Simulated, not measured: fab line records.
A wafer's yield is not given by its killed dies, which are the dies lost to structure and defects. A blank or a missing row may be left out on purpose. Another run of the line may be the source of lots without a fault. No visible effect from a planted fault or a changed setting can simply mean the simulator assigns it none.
Which tool did it?	flow gf180mcu	Sampling: 24 lots, 72 wafers, 5 of 602 route steps

## WHAT THE GAUGES SHOWED, per wafer
GF_PSD_CD_MEAS_07: target cd 400 nm. Usual: cd nm 399.8 nm, standard deviation 2.
lot	measured	on	cd nm (nm)	flag
L074	day 13 23:17	cd sem-01	399.1 396.3 396.6	
L075	day 14 13:49	cd sem-01	399.4 400.3 401.0	
L076	day 14 20:23	cd sem-02	399.6 400.0 396.8	
L077	day 15 01:32	cd sem-01	402.5 400.9 400.1	
L078	day 15 07:17	cd sem-01	401.3 401.1 401.0	
L079	day 16 01:46	cd sem-01	397.7 397.4 398.2	
L080	day 16 03:59	cd sem-02	395.6 400.2 395.1	
L081	day 16 12:20	cd sem-01	401.1 401.8 402.7	
L082	day 16 22:41	cd sem-01	400.1 400.5 397.9	
L083	day 17 08:09	cd sem-01	402.8 403.8 403.0	
L084	day 17 18:37	cd sem-02	401.5 399.0 402.9	
L085	day 18 03:50	cd sem-02	399.2 400.4 400.2	
L086	day 18 07:53	cd sem-02	402.1 401.8 402.7	
L087	day 19 01:32	cd sem-01	398.2 400.0 399.5	
L088	day 19 11:10	cd sem-01	403.2 400.3 399.0	
L089	day 19 17:09	cd sem-01	399.7 400.5 400.7	
L090	day 20 01:37	cd sem-01	397.6 399.2 400.2	
L091	day 20 09:31	cd sem-02	398.6 399.3 398.8	
L092	day 20 22:35	cd sem-02	395.3 395.8 395.7	
L093	day 21 03:29	cd sem-01	401.6 401.5 400.7	
L094	day 21 14:32	cd sem-01	400.5 399.4 400.7	
L095	day 21 19:08	cd sem-02	400.7 402.0 404.0	
L096	day 21 21:12	cd sem-02	399.4 398.6 397.6	
L097	day 22 06:05	cd sem-01	397.6 397.6 399.1	

GF_M1_RS_MEAS_05: measures by four-point-probe. Usual: for M1_ALCU_RS the level is 0.0693 ohm/sq and the standard deviation is 0.00074.
lot	measured	on	M1_ALCU_RS (ohm/sq)	flag
L074	day 15 22:14	film metro-02	0.0701 0.0707 0.0706	
L075	day 16 12:55	film metro-01	0.0683 0.0701 0.0688	
L076	day 16 20:20	film metro-01	0.0697 0.0689 0.0690	
L077	day 17 01:51	film metro-02	0.0705 0.0702 0.0708	
L078	day 17 07:11	film metro-01	0.0687 0.0699 0.0698	
L079	day 18 03:19	film metro-01	0.0693 0.0692 0.0699	
L080	day 18 05:14	film metro-04	0.0689 0.0674 0.0683	
L081	day 18 13:55	film metro-04	0.0693 0.0693 0.0691	
L082	day 19 01:07	film metro-02	0.0685 0.0681 0.0680	
L083	day 19 11:29	film metro-04	0.0698 0.0693 0.0701	
L084	day 19 22:46	film metro-01	0.0700 0.0700 0.0696	
L085	day 20 07:48	film metro-04	0.0687 0.0690 0.0695	
L086	day 20 12:24	film metro-01	0.0695 0.0697 0.0703	
L087	day 21 05:25	film metro-02	0.0687 0.0691 0.0696	
L088	day 21 15:28	film metro-04	0.0701 0.0694 0.0698	
L089	day 21 20:31	film metro-01	0.0702 0.0700 0.0703	
L090	day 22 04:56	film metro-02	0.0692 0.0702 0.0698	
L091	day 22 12:59	film metro-04	0.0696 0.0697 0.0700	
L092	day 23 01:51	film metro-02	0.0683 0.0682 0.0684	
L093	day 23 05:46	film metro-04	0.0685 0.0689 0.0686	
L094	day 23 16:10	film metro-01	0.0682 0.0696 0.0692	
L095	day 23 21:08	film metro-02	0.0693 0.0700 0.0702	
L096	day 23 22:14	film metro-01	0.0698 0.0690 0.0688	
L097	day 24 07:10	film metro-02	0.0684 0.0678 0.0686	

GF_V1_THK_MEAS_03. Usual: for V1_CVD_02_THK the level is 845 nm and the standard deviation is 10.
lot	measured	on	V1_CVD_02_THK (nm)	flag
L074	day 16 21:59	film metro-02	857 851 843	
L075	day 17 12:20	film metro-01	841 823 839	
L076	day 17 20:50	film metro-01	840 842 853	
L077	day 18 02:05	film metro-03	835 837 826	
L078	day 18 07:19	film metro-01	828 821 857	
L079	day 19 04:44	film metro-03	839 824 826	
L080	day 19 06:05	film metro-01	836 843 841	
L081	day 19 14:59	film metro-02	829 843 844	
L082	day 20 02:27	film metro-03	831 837 847	
L083	day 20 13:08	film metro-01	836 851 857	
L084	day 20 23:29	film metro-03	838 858 851	
L085	day 21 09:02	film metro-03	845 851 860	
L086	day 21 13:26	film metro-03	850 853 837	
L087	day 22 06:08	film metro-01	843 850 833	
L088	day 22 15:43	film metro-01	844 834 853	
L089	day 22 20:49	film metro-03	843 840 850	
L090	day 23 04:00	film metro-01	837 850 859	
L091	day 23 12:40	film metro-03	849 865 863	
L092	day 24 01:39	film metro-01	846 832 845	
L093	day 24 05:16	film metro-03	858 840 855	
L094	day 24 15:22	film metro-02	841 854 859	
L095	day 24 20:07	film metro-03	846 850 837	
L096	day 24 20:55	film metro-01	843 852 860	
L097	day 25 05:57	film metro-02	837 859 852	

## WHAT TOOL EACH LOT RAN ON (gives the tool, then ch and the chambers of the sampled wafers, and finally the start)
lot	GF_NSD_STRIP_11	GF_M1_STRIP_17
L074	plasma asher-04 ch 0,1, day 13 02:50	plasma asher-03 ch 0,1, day 16 20:52
L075	plasma asher-04 ch 1, day 13 16:56	plasma asher-03 ch 0, day 17 11:33
L076	plasma asher-04 ch 1, day 13 23:50	plasma asher-04 ch 0,1, day 17 20:04
L077	plasma asher-02 ch 0,1, day 14 04:34	plasma asher-03 ch 0,1, day 18 01:16
L078	plasma asher-02 ch 0,1, day 14 10:21	plasma asher-04 ch 0,1, day 18 06:32
L079	plasma asher-04 ch 0,1, day 15 03:48	plasma asher-04 ch 0,1, day 19 04:01
L080	plasma asher-03 ch 0,1, day 15 06:18	plasma asher-02 ch 0,1, day 19 05:19
L081	plasma asher-02 ch 0,1, day 15 14:15	plasma asher-02 ch 0,1, day 19 14:15
L082	plasma asher-03 ch 0,1, day 15 23:54	plasma asher-03 ch 0, day 20 01:43
L083	plasma asher-02 ch 0,1, day 16 09:34	plasma asher-03 ch 0,1, day 20 12:22
L084	plasma asher-02 ch 1, day 16 19:29	plasma asher-04 ch 0,1, day 20 22:44
L085	plasma asher-03 ch 0,1, day 17 05:21	plasma asher-03 ch 0,1, day 21 08:18
L086	plasma asher-03 ch 0,1, day 17 08:25	plasma asher-03 ch 0,1, day 21 12:42
L087	plasma asher-04 ch 0,1, day 18 01:06	plasma asher-02 ch 0,1, day 22 05:24
L088	plasma asher-03 ch 0,1, day 18 11:24	plasma asher-02 ch 0,1, day 22 14:57
L089	plasma asher-03 ch 0,1, day 18 16:59	plasma asher-03 ch 0,1, day 22 20:04
L090	plasma asher-02 ch 0,1, day 19 01:29	plasma asher-04 ch 0,1, day 23 03:16
L091	plasma asher-03 ch 0,1, day 19 09:32	plasma asher-02 ch 0,1, day 23 11:56
L092	plasma asher-03 ch 0,1, day 19 22:38	plasma asher-04 ch 0,1, day 24 00:55
L093	plasma asher-03 ch 0,1, day 20 03:07	plasma asher-04 ch 0,1, day 24 04:30
L094	plasma asher-02 ch 1, day 20 14:16	plasma asher-02 ch 0,1, day 24 14:34
L095	plasma asher-03 ch 0,1, day 20 19:22	plasma asher-04 ch 0,1, day 24 19:21
L096	plasma asher-04 ch 0,1, day 20 21:35	plasma asher-02 ch 0,1, day 24 20:11
L097	plasma asher-04 ch 0,1, day 21 06:27	plasma asher-03 ch 1, day 25 05:13
- GF_NSD_STRIP_11: strips in O2/N2.
- GF_M1_STRIP_17: strips in O2/N2.

## WHAT THE TOOLS THEMSELVES READ (means of the sampled wafers that have a number; where no wafer has one, the mark that the record gives instead)
GF_NSD_STRIP_11. Usual: drypump motor current A 5.9 A, standard deviation 0.52; heater power w 326 W, standard deviation 31; oes product au 0.487 a.u., standard deviation 0.0042; strip time to endpoint s 22.98 s, standard deviation 0.04.
lot	tool	drypump motor current A (A)	heater power w (W)	oes product au (a.u.)	strip time to endpoint s (s)	flag
L074	plasma asher-04	5.8	336	0.487	22.91	
L075	plasma asher-04	5.4	363	0.489	22.96	
L076	plasma asher-04	5.4	359	0.487	22.94	
L077	plasma asher-02	6.0	334	0.486	22.96	
L078	plasma asher-02	6.1	346	0.485	23.00	
L079	plasma asher-04	5.8	336	0.484	23.00	
L080	plasma asher-03	5.9	336	0.488	22.98	
L081	plasma asher-02	6.1	346	0.489	22.97	
L082	plasma asher-03	5.9	332	0.488	22.94	
L083	plasma asher-02	6.0	334	0.488	22.96	
L084	plasma asher-02	5.9	319	0.486	22.97	
L085	plasma asher-03	5.4	307	0.485	23.04	
L086	plasma asher-03	5.9	335	0.486	23.04	
L087	plasma asher-04	5.8	333	0.493	22.96	
L088	plasma asher-03	5.5	305	0.491	22.97	
L089	plasma asher-03	5.9	329	0.486	22.99	
L090	plasma asher-02	6.1	343	0.490	22.94	
L091	plasma asher-03	5.5	301	0.487	22.96	
L092	plasma asher-03	5.5	304	0.488	22.98	
L093	plasma asher-03	5.5	309	0.486	23.00	
L094	plasma asher-02	5.9	315	0.488	23.03	
L095	plasma asher-03	5.8	329	0.484	22.97	
L096	plasma asher-04	5.8	333	0.489	23.01	
L097	plasma asher-04	5.8	328	0.484	22.91	

GF_M1_STRIP_17. Usual: drypump motor current A 5.9 A, standard deviation 0.53; heater power w 325 W, standard deviation 29; oes product au 0.557 a.u., standard deviation 0.0049; strip time to endpoint s 7.94 s, standard deviation 0.055.
lot	tool	drypump motor current A (A)	heater power w (W)	oes product au (a.u.)	strip time to endpoint s (s)	flag
L074	plasma asher-03	5.8	329	0.555	7.93	
L075	plasma asher-03	5.1	290	0.557	7.95	
L076	plasma asher-04	5.8	338	0.562	8.04	
L077	plasma asher-03	5.8	326	0.556	7.93	
L078	plasma asher-04	5.8	337	0.557	7.92	
L079	plasma asher-04	5.8	328	0.557	7.94	
L080	plasma asher-02	6.1	340	0.558	7.98	
L081	plasma asher-02	6.1	342	0.552	7.90	
L082	plasma asher-03	5.2	286	0.555	7.88	
L083	plasma asher-03	5.5	304	0.554	7.97	
L084	plasma asher-04	5.8	333	0.554	7.89	
L085	plasma asher-03	5.5	303	0.554	7.96	
L086	plasma asher-03	5.5	303	0.557	7.92	
L087	plasma asher-02	6.0	332	0.560	7.99	
L088	plasma asher-02	6.1	349	0.557	7.96	
L089	plasma asher-03	5.5	309	0.552	7.89	
L090	plasma asher-04	6.3	316	0.561	7.94	
L091	plasma asher-02	6.1	345	0.549	7.85	
L092	plasma asher-04	6.3	311	0.556	7.88	
L093	plasma asher-04	6.3	318	0.559	8.00	
L094	plasma asher-02	6.0	325	0.555	7.92	
L095	plasma asher-04	5.8	331	0.555	7.92	
L096	plasma asher-02	6.0	330	0.559	8.00	
L097	plasma asher-03	6.2	350	0.567	7.98	

## THE ANSWER, worked out from the rows above alone
Rule: take the mean of a lot's wafers that have a number; if it is more than 3 standard deviations from the usual mean, the lot is off. Also off: a lot with no number at a reading for which 4 or more lots have one. All remaining lots with rows at the step are treated as sound. The gauges are gone through in route order, then the tools' own readings, and for those a lot's mean is taken as printed above. The first step at which some lot is off is used, and at that step the reading that is off furthest; a lot without a number counts as furthest.
No lot is off on any of the readings shown, so nothing can be concluded from this.

## WHAT THE SIMULATOR HAD PUT IN
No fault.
